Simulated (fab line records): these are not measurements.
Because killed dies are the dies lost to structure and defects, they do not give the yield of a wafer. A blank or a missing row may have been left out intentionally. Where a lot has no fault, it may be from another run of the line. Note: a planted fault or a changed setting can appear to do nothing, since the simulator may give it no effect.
Matching of chambers	flow gf180mcu	GF_V4_CMP_26 on cmp-02: 4 sister chambers
The step polishes, stops on SiO2, t overpolish 15 s, target thk 0 nm. 8 wafers are shown with their chamber, then 7 later ones without.

## WAFERS WITH THEIR CHAMBER
wafer	chamber	motorCurrentA (A)	timeToEndpointS (s)
L105.3	0	11.1	82
L107.6	1	10.3	82
L108.3	1	10.0	84
L111.3	0	11.5	81
L111.4	2	14.3	82
L111.6	3	11.1	91
L112.1	3	11.6	88
L112.2	2	13.7	82

## WAFERS WITHOUT THEIR CHAMBER
wafer	motorCurrentA (A)	timeToEndpointS (s)
L112.3	9.7	82
L113.3	11.3	87
L113.5	14.5	80
L113.6	9.7	82
L118.3	10.7	83
L118.4	15.0	90
L118.6	9.2	85

## WHICH CHAMBER EACH WENT THROUGH
wafer	from the rows above	in truth
L112.3	1	1
L113.3	3	3
L113.5	2	2
L113.6	1	1
L118.3	can't be placed: 1 or 0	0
L118.4	2	2
L118.6	1	1
Correctly placed: 6 of 7. These rows do not allow placing 1 (true chamber among the candidates in 1). Number placed wrongly: 0.
How it was worked out, from the rows above alone: a wafer's distance from a chamber is the root of the sum, over the readings, of the square of ((its reading less the chamber's mean) divided by the reading's scatter). The wafer belongs to the nearest chamber; if the next one is less than 2 further off, it can't be placed. The mean given for a chamber averages the wafers shown for that chamber. The scatter: take each reading less its chamber's mean, square it, sum over the shown wafers, divide by the number of wafers less the number of chambers, and take the root.
